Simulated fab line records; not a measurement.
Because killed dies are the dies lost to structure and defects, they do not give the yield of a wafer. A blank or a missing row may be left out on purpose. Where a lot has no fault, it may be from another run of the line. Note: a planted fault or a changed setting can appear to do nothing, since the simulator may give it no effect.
A lot that was struck, set against a sound lot | flow sky130 | 22 out of 708 route steps
Sound: these wafers, L534.2, L534.3, L534.6. Struck: wafer L539.1; the same lot's L539.3 was not struck, so it is left out; see the end for the cause.
Each step with rows lists, per side, the tool, then ch with its chambers, then its first start. Under that, the readings that differ: sound wafers | struck wafers | difference of the means | sigmas: that difference in standard deviations of wafers without a fault.
alike: words and numbers the same on both sides, and readings whose means are apart by under 2 such deviations; not compared: readings that were withheld, readings missing a value for some wafer, numbers with overlapping values and no deviation given by the record, and bounds like >300 which may hide the same value.
A row with sigmas, a row that says differs or no value, or rows on one side alone: a step with any of these is where the two part. Numbers that don't overlap but have no deviation are shown without sigmas and don't part them. A reading missing from all wafers of one side parts the sides only when that side holds two or more wafers.

first, 4 steps without rows for these wafers: SKY_NWELL_SOFTBAKE_06; SKY_NWELL_EXPOSE_07 (exposes mask NWM, target cd 840 nm); SKY_NWELL_PEB_08; SKY_NWELL_DEVELOP_09 (develop time 60 s).
SKY_NWELL_OVL_MEAS_10:
  struck on overlay-02, day 8 16:24; sound on overlay-02, day 7 11:54
  alike: NWELL_00_OVL
then, 3 steps without rows for these wafers: SKY_NWELL_IMPLANT_11; SKY_NWELL_IMPLANT_12; SKY_NWELL_IMPLANT_13.
SKY_NWELL_STRIP_14: strips in O2/N2.
  sound on plasma_asher-02 ch 0,1, day 7 12:23; struck on plasma_asher-03 ch 0, day 8 16:53
  reading               | sound             | struck | difference | sigmas
  oes_product_au (a.u.) | 0.720 0.714 0.719 | 0.731  | +0.013     | +3
  alike: drypump_motor_current_A, strip_time_to_endpoint_s
  not compared: rf_hours_counter_h
SKY_NWELL_TW_MEAS_15:
  struck on film_metro-04, day 8 16:59; sound on film_metro-03, day 7 12:29
  alike: NWELL_TW
then, 2 steps without rows for these wafers: SKY_NWELL_DEHYDRATE_16 (time 60 s); SKY_NWELL_HMDS_17 (prime time 60 s).
SKY_NWELL_COAT_18: resist thk 3000 nm.
  sound on litho_track-03 ch 0, day 7 21:43; struck on litho_track-02 ch 0, day 9 03:58
  reading                                 | sound          | struck | difference | sigmas
  model.coat_of_NWELL_COAT_18.thk_nm (nm) | 3016 3016 3027 | 2855   | -165       |
then, 3 steps without rows for these wafers: SKY_NWELL_SOFTBAKE_19; SKY_NWELL_EXPOSE_20 (exposes mask NWM COMPLEMENT, target cd 840 nm); SKY_NWELL_PEB_21.
SKY_NWELL_DEVELOP_22: develop time 60 s.
  sound: litho_track-04 ch 0; struck: litho_track-04 ch 0
  reading                                 | sound          | struck | difference | sigmas
  model.coat_of_NWELL_COAT_18.thk_nm (nm) | 3012 3012 3022 | 2851   | -164       |
  alike: developer_temp_C
SKY_NWELL_OVL_MEAS_23:
  struck on overlay-01, day 9 13:42; sound on overlay-01, day 8 08:16
  alike: NWELL_01_OVL
next, for these wafers, 1 step has no rows: SKY_NWELL_IMPLANT_24.
SKY_NWELL_STRIP_25: strips in O2/N2.
  sound on plasma_asher-03 ch 0,1, day 8 08:26; struck on plasma_asher-03 ch 1, day 9 13:53
  reading                      | sound             | struck | difference | sigmas
  strip_time_to_endpoint_s (s) | 37.11 37.09 37.23 | 35.24  | -1.90      | -16
  alike: drypump_motor_current_A, oes_product_au
  not compared: rf_hours_counter_h
SKY_NWELL_TW_MEAS_26:
  struck on film_metro-01, day 9 13:59; sound on film_metro-03, day 8 08:33
  alike: NWELL_2_TW
-- the record jumps here: 40 days lie between the struck wafers' starts before and after (it left off in module NWELL and takes up again in module PAD_OPEN, whose first step shown is number 708 of the route) --
SKY_PAD_OPEN_PROBE_99:
  struck on prober-02, day 49 16:49; sound on prober-01, day 48 16:56
  alike: killed_at_M0_to_M3, killed_at_M4_up, killed_at_contacts, killed_at_front_end, killed_dies, killed_open, killed_short

== WHERE THEY PART ==
Last at SKY_NWELL_STRIP_25 as far as this record goes, first at SKY_NWELL_STRIP_14. Later steps at which nothing parts them and some readings are alike: SKY_NWELL_TW_MEAS_26, SKY_PAD_OPEN_PROBE_99.

WHY: what the simulator had put in
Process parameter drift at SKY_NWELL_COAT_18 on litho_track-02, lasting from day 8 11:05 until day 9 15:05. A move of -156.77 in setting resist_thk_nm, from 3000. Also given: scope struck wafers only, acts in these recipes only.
